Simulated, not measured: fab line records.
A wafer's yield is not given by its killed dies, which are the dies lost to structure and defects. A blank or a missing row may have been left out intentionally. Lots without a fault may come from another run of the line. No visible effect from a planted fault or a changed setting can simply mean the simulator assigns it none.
fab line records | flow sky130
[record] lots = 5 wafers = 14 lastDay = 50
route steps=708 shown FIELD_ISO@6
lots that met no fault: from a run of the same line without faults
startH: start of the lot's first displayed wafer, in hours after the record's first day | waitH: hours elapsed since this lot's preceding step | " the same as in the row above | L1.1+2: a single row standing in for several wafers | - either no value or no given start | * or withheld: withheld | < > ~ a bound
route shown NAME@n: NAME is a module with steps in the file, n the number in the route of the first one | usual: the fault-free wafers' mean and standard deviation | same: alike in all rows | chamber/n: place in a boat | sites: the reading at each site | _std_site: their standard deviation | _edge_site: inner sites' mean taken away from outer sites' mean | radiusMm: how far each site lies from the wafer's centre | mask NAME#n: copy n | behind: the last tool/chamber to shape the wafer | hold: reason for holding the lot/hours on hold/outcome of the hold | device: names the non-switching transistor (n, p or np) | end of line: tests of these same wafers at the route's end | step lacking rows: just its recipe | killed: dies that structure and defects cost at the first sort, which is not the same as the wafer's yield | map: dies across one wafer; x = killed, . = not, _ = none there
set.NAME: the setting the step ran with; set.NAME@STEP: the setting that earlier step ran with | model.NAME: the simulator's own value behind a step, which no gauge read
a table for each step, a row for each wafer; lots at some steps of the route
services: when a tool's chamber went out of use (startH, in hours from the record's first day, below 0 if earlier), for how many hours, and the reason
[[steps]]
[step SKY_FIELD_ISO_DEHYDRATE_05]
[recipe] tempC = 200 timeS = 60
[step SKY_FIELD_ISO_HMDS_06]
[recipe] primeTimeS = 60 primeTempC = 120
[step SKY_FIELD_ISO_COAT_07]
[recipe] resist = BARC tempC = withheld timeS = withheld spinRpm = 3000 resistThkNm = 60
[step SKY_FIELD_ISO_COAT_08]
[recipe] resist = KrF-thick spinRpm = 3000 resistThkNm = 450
[step SKY_FIELD_ISO_SOFTBAKE_09]
[recipe] tempC = 100 timeS = 90 resist = KrF-thick
[step SKY_FIELD_ISO_EXPOSE_10]
[recipe] maskId = FOM na = 0.68 sourceShape = annular sigmaInner = 0.4 sigmaOuter = 0.8 targetCdNm = 150 doseMj = 28
[step SKY_FIELD_ISO_PEB_11]
[recipe] pebTempC = withheld pebTimeS = withheld resist = KrF-thick
[step SKY_FIELD_ISO_DEVELOP_12]
[recipe] developTimeS = 60 resist = KrF-thick devTempC = 21
[step SKY_FIELD_ISO_CD_MEAS_13]
[recipe] targetCdNm = 150
[usual] cdNm = 149.6/1.5
// columns lot.wafer tool chamber startH waitH cdNm
L255.2 cdSem-01 - 27.99 - 147.8
L255.4 " - " " 147.8
L255.6 " - " " 149.4
L258.1 cdSem-01 - 47.51 - 149.6
L258.2 " - " " 151.2
L258.5 " - " " 150.7
L269.2 cdSem-01 - 102.78 - 150.0
L269.4 " - " " 149.0
L275.2 cdSem-01 - 132.25 - 149.0
L275.4 " - " " 149.7
L275.6 " - " " 149.8
L278.1 cdSem-02 - 150.08 - 149.7
L278.2 " - " " 151.9
L278.3 " - " " 148.2
[step SKY_FIELD_ISO_ETCH_14]
[recipe] chemistry = N2/H2 target = BARC ionEnergyEv = 200 sourceW = 500 biasW = 100 pressureMtorr = 30 n2FlowSccm = 100 h2FlowSccm = 200 stopOn = SiO2 timeS = 45.9 targetDepthA = 600
[usual] drypumpMotorCurrentA = 5.7/0.33 oesProductAu = 0.854/0.0052 throttleValvePct = 13.226/0.0088
// columns lot.wafer tool chamber startH waitH drypumpMotorCurrentA oesProductAu rfHoursCounterH throttleValvePct
L255.2 rieDiel-01 1 28.09 0.1 5.9 0.859 74 13.233
L255.4 " 2 " " 5.8 0.848 13 13.231
L255.6 " 1 " " 5.9 0.862 - 13.238
L258.1 rieDiel-02 3 47.63 0.1 5.6 0.846 71 13.222
L258.2 " 2 " " 5.3 0.857 104 13.239
L258.5 " 1 " " 6.1 0.855 - 13.224
L269.2 rieDiel-02 2 102.88 0.1 5.3 0.855 105 13.223
L269.4 " 1 " " 6.1 0.856 157 13.233
L275.2 rieDiel-02 3 132.35 0.1 5.6 0.852 73 13.234
L275.4 " 3 " " 5.5 0.855 - 13.233
L275.6 " 2 " " 5.2 0.857 - 13.223
L278.1 rieDiel-04 2 150.20 0.1 6.3 0.857 6 13.222
L278.2 " 1 " " 5.3 0.853 6 13.227
L278.3 " 3 " " 5.9 0.856 3 13.228
[step SKY_FIELD_ISO_ETCH_15]
[recipe] chemistry = CHF3/O2 targetDepthNm = 180 stopOn = Si sourceW = 600 biasW = 200 pressureMtorr = 40 chf3FlowSccm = 50 O2_flow_sccm = 5 timeS = 72
[usual] drypumpMotorCurrentA = 5.7/0.34 oesProductAu = 0.944/0.0059 throttleValvePct = 8.843/0.0089
// columns lot.wafer tool chamber startH waitH drypumpMotorCurrentA oesProductAu rfHoursCounterH throttleValvePct
L255.2 rieDiel-01 1 28.13 0.0 5.9 0.949 74 8.856
L255.4 " 2 " " 5.8 0.946 13 8.841
L255.6 " 1 " " 5.9 0.947 - 8.847
L258.1 rieDiel-02 3 47.67 0.0 5.5 0.943 72 8.842
L258.2 " 2 " " 5.3 0.951 104 8.848
L258.5 " 1 " " 6.1 0.942 - 8.848
L269.2 rieDiel-02 2 102.92 0.0 5.3 0.933 105 8.846
L269.4 " 1 " " 6.1 0.935 157 8.851
L275.2 rieDiel-02 3 132.39 0.0 5.5 0.951 73 8.855
L275.4 " 3 " " 5.6 0.935 - 8.839
L275.6 " 2 " " 5.3 0.939 - 8.830
L278.1 rieDiel-04 2 150.24 0.0 6.4 0.962 6 8.847
L278.2 " 1 " " 5.2 0.946 6 8.830
L278.3 " 3 " " 5.9 0.953 3 8.839
[step SKY_FIELD_ISO_STRIP_16]
[recipe] chemistry = O2/N2 powerW = 1400 pressureMtorr = 1500 platenTempC = withheld o2FlowSccm = 3000 n2FlowSccm = 300 overashFraction = 0.5
[usual] drypumpMotorCurrentA = 5.5/0.35 oesProductAu = 0.378/0.0053 stripTimeToEndpointS = 3.55/0.038
// columns lot.wafer tool chamber startH waitH drypumpMotorCurrentA oesProductAu rfHoursCounterH stripTimeToEndpointS
L255.2 plasmaAsher-04 1 28.19 0.0 5.5 0.364 31 3.45
L255.4 " 0 " " 6.0 0.379 - 3.51
L255.6 " 1 " " 5.5 0.373 - 3.47
L258.1 plasmaAsher-03 0 47.73 0.0 5.1 0.381 24 3.59
L258.2 " 1 " " 5.1 0.375 24 3.55
L258.5 " 1 " " 5.0 0.381 - 3.60
L269.2 plasmaAsher-01 1 102.98 0.0 5.8 0.384 44 3.60
L269.4 " 1 " " 5.8 0.387 - 3.63
L275.2 plasmaAsher-03 0 132.45 0.0 5.0 0.374 30 3.56
L275.4 " 1 " " 5.1 0.378 - 3.53
L275.6 " 1 " " 5.1 0.385 - 3.56
L278.1 plasmaAsher-03 0 150.30 0.0 5.1 0.379 32 3.51
L278.2 " 1 " " 5.0 0.368 32 3.51
L278.3 " 0 " " 5.0 0.371 - 3.53
[step SKY_FIELD_ISO_ETCH_17]
[recipe] targetDepthA = 3420 maskMaterial = Si3N4 chemistry = HBr/Cl2/O2 target = Si taperDeg = 5 icpW = 600 biasW = 150 pressureMtorr = 15 HBr_flow_sccm = 150 Cl2_flow_sccm = 40 O2_flow_sccm = 6 timeS = 97.7
[usual] drypumpMotorCurrentA = 5.8/0.57 mfcCl2Sccm = 40.01/0.11 oesProductAu = 0.993/0.014 throttleValvePct = 25.660/0.013
// columns lot.wafer tool chamber startH waitH drypumpMotorCurrentA mfcCl2Sccm oesProductAu rfHoursCounterH throttleValvePct model.FIELD_ISO.featureDepthNm model.etch.depthNm model.Si3N4_of_FIELD_ISO_CVD_03.thkNm
L255.2 rieSi-01 1 28.29 0.1 5.7 39.93 0.998 111 25.666 340.1 340.1 149.2
L255.4 " 2 " " 5.4 40.11 0.977 110 25.665 327.4 327.4 150.6
L255.6 " 0 " " 5.5 39.87 0.973 - 25.669 327.1 327.1 150.5
L258.1 rieSi-02 0 47.83 0.1 6.5 40.00 0.988 44 25.652 337 337 148.2
L258.2 " 3 " " 6.4 39.94 1.019 2 25.656 350.6 350.6 148.2
L258.5 " 1 " " 6.4 40.00 1.000 - 25.666 339 339 149.3
L269.2 rieSi-02 0 103.08 0.1 6.5 39.98 0.988 45 25.659 336 336 147.8
L269.4 " 3 " " 6.4 40.12 1.232 3 25.502 468.8 468.8 140.7
L275.2 rieSi-01 1 132.55 0.1 5.7 40.00 0.990 112 25.662 337.2 337.2 149.3
L275.4 " 2 " " 5.4 40.00 0.973 111 25.686 327.4 327.4 148.3
L275.6 " 2 " " 5.4 39.87 0.975 - 25.666 331.1 331.1 148.8
L278.1 rieSi-01 3 150.40 0.1 5.1 40.14 1.003 132 25.647 346.1 346.1 152.2
L278.2 " 1 " " 5.7 40.04 0.990 112 25.654 341 341 152
L278.3 " 0 " " 5.5 40.21 0.972 2 25.654 327.6 327.6 151.7
[step SKY_FIELD_ISO_WET_ETCH_18]
[recipe] chemistry = H3PO4 targetDepthNm = 25 tempC = 160 target = Si3N4 timeS = 286
[step SKY_FIELD_ISO_CLEAN_19]
[recipe] chemistry = SC1/SC2 mix = 1:4:20 tempC = 70 timeS = 150
[step SKY_FIELD_ISO_CLEAN_20]
[recipe] chemistry = dHF timeS = 20 dilution = 100:1
[step SKY_FIELD_ISO_WET_ETCH_21]
[recipe] chemistry = dHF dilution = 100:1 targetDepthNm = 20 dry = ipaMarangoni target = SiO2 tempC = 25 timeS = 400
[step SKY_FIELD_ISO_OXIDATION_22]
[recipe] tempC = 950 ambient = O2 stabiliseS = 600 purgeS = 300 targetThkA = 100 oxTimeS = 623
[step SKY_FIELD_ISO_THK_MEAS_23]
[recipe] reads = SiO2_of_FIELD_ISO_OXIDATION_22
[usual] FIELD_ISO_OXIDATION_01_THK = 9.98/0.21
// columns lot.wafer tool chamber startH waitH FIELD_ISO_OXIDATION_01_THK[nm]
L255.2 filmMetro-04 - 31.25 0.0 9.95
L255.4 " - " " 9.79
L255.6 " - " " 9.81
L258.1 filmMetro-01 - 50.18 0.0 10.15
L258.2 " - " " 10.26
L258.5 " - " " 10.07
L269.2 filmMetro-03 - 104.61 0.0 9.85
L269.4 " - " " 9.79
L275.2 filmMetro-03 - 136.65 0.0 10.01
L275.4 " - " " 9.91
L275.6 " - " " 10.10
L278.1 filmMetro-04 - 153.09 0.0 10.27
L278.2 " - " " 10.30
L278.3 " - " " 10.48
[step SKY_FIELD_ISO_CVD_24]
[recipe] material = SiO2 targetThkNm = 595 tempC = 650 sigmaOpenFrac = 0.3 timeS = 99.2 sih4FlowSccm = 60 pressureMtorr = 6
[step SKY_FIELD_ISO_THK_MEAS_25]
[recipe] reads = SiO2_of_FIELD_ISO_CVD_24
[usual] FIELD_ISO_CVD_24_THK = 593/6.8
// columns lot.wafer tool chamber startH waitH FIELD_ISO_CVD_24_THK[nm]
L255.2 filmMetro-04 - 31.39 0.0 589
L255.4 " - " " 592
L255.6 " - " " 599
L258.1 filmMetro-03 - 50.32 0.0 592
L258.2 " - " " 586
L258.5 " - " " 593
L269.2 filmMetro-04 - 104.74 0.0 593
L269.4 " - " " 593
L275.2 filmMetro-04 - 136.78 0.0 585
L275.4 " - " " 590
L275.6 " - " " 588
L278.1 filmMetro-01 - 153.22 0.0 583
L278.2 " - " " 581
L278.3 " - " " 595
[step SKY_FIELD_ISO_ANNEAL_26]
[recipe] tempC = 1000 timeS = 1800 ambient = N2
[step SKY_FIELD_ISO_CMP_27]
[recipe] stopOn = Si3N4 tOverpolishS = 16 downForcePsi = 4 platenRpm = 60 targetThkNm = 457.8 padVelocityMS = 0.94248
[usual] motorCurrentA = 11.0/1 overpolishRunS = 16.001/0.0082 timeToEndpointS = 110/4.5
// columns lot.wafer tool chamber startH waitH motorCurrentA overpolishRunS timeToEndpointS
L255.4 cmp-01 3 33.23 0.1 11.1 15.993 108
L255.2 " 0 " " 10.3 16.005 115
L255.6 " 2 " " 11.6 16.008 109
L258.1 cmp-02 3 52.55 0.0 10.7 15.997 118
L258.2 " 0 " " 10.1 16.005 117
L258.5 " 0 " " 10.6 15.985 116
L269.2 cmp-01 2 106.29 0.0 10.7 16.001 107
L269.4 " 0 " " 10.5 16.011 110
L275.2 cmp-01 0 140.42 0.1 10.1 16.012 110
L275.4 " 2 " " 10.8 15.991 105
L275.6 " 3 " " 10.8 16.017 106
L278.2 cmp-01 0 154.83 0.1 9.6 16.015 114
L278.1 " 1 " " 12.3 15.988 114
L278.3 " 2 " " 11.1 16.004 111
[step SKY_FIELD_ISO_WET_ETCH_28]
[recipe] chemistry = dHF targetDepthNm = 23.7 target = SiO2 dilution = 10:1 tempC = 25 timeS = 47
// columns lot.wafer tool chamber startH waitH model.Si3N4_of_FIELD_ISO_CVD_03.thkNm
L255.2 wetBench-04 3 33.43 0.1 118.2
L255.4 " 3 " " 119.7
L255.6 " 3 " " 119.4
L258.1+2 wetBench-02 2 52.85 0.2 117.6
L258.5 " 2 " " 118.7
L269.2 wetBench-02 0 106.59 0.2 116.6
L269.4 " 0 " " 109.4
L275.2 wetBench-01 2 140.67 0.2 118.3
L275.4 " 2 " " 117.3
L275.6 " 2 " " 118
L278.1 wetBench-04 2 155.08 0.1 121.6
L278.2 " 2 " " 121.4
L278.3 " 2 " " 121.2
[step SKY_FIELD_ISO_WET_ETCH_29]
[recipe] chemistry = H3PO4 targetDepthNm = 160 target = Si3N4 tempC = 160 timeS = 1825
[[services]]
// columns tool chamber startH hours kind
cmp-01 - 11.16 17.1 pm
rieDiel-04 - 26.36 2.8 pm
cmp-01 - 29.55 2.3 repair
plasmaAsher-03 - 32.41 6.9 repair
rieDiel-02 - 38.45 0.6 repair
rieSi-01 3 51.35 16.0 repair
rieDiel-04 2 52.34 5.3 repair
rieDiel-02 - 57.19 2.8 pm
plasmaAsher-03 - 62.47 7.7 repair
cmp-02 - 64.00 4.0 pm
rieDiel-02 - 65.11 15.6 pm
rieDiel-01 3 66.76 - clean
rieSi-01 - 69.23 14.6 pm
cmp-02 - 83.30 2.8 repair
plasmaAsher-03 - 93.07 11.2 repair
plasmaAsher-01 - 118.79 2.6 repair
plasmaAsher-03 - 123.14 0.8 repair
cmp-02 - 130.12 5.7 pm
rieSi-02 - 131.38 4.3 pm
rieDiel-02 1 131.70 - clean
rieDiel-02 1 131.70 12.9 scheduledDown
rieDiel-02 1 131.70 12.9 ventCycle
rieDiel-04 - 134.78 0.1 repair
rieDiel-02 1 149.91 5.9 repair
[[key]]
[firstSign] step = SKY_FIELD_ISO_ETCH_17 reading = oesProductAu direction = up sigmas = 18 usual = 0.993 struck = 1.232
[effect] step = SKY_FIELD_ISO_ETCH_17 reading = throttleValvePct direction = down sigmas = 12 usual = 25.660 struck = 25.502
[modelEffect] step = SKY_FIELD_ISO_ETCH_17 value = FIELD_ISO.featureDepthNm without = 350.6 struck = 468.8
[modelEffect] step = SKY_FIELD_ISO_WET_ETCH_28 value = Si3N4_of_FIELD_ISO_CVD_03.thkNm without = 114.6 struck = 109.4
metAt SKY_FIELD_ISO_ETCH_17
struckWafers L269.4
testerLeftOut L269
onsetBetween 47.83 103.08
[fault] kind = processParameterDrift tool = rieSi-02 chamber = - onsetH = 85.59 steps = SKY_FIELD_ISO_ETCH_17 channel = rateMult offset = 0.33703 shape = step endH = 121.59 scope = struckWafersOnly
// testerLeftOut: of these lots the tester's yield and bins aren't shown, on N5 and GAA mostly nor the transistor test; their killed dies are dies lost to structure and defects alone, not to doping, threshold or leakage, so they don't give the yield
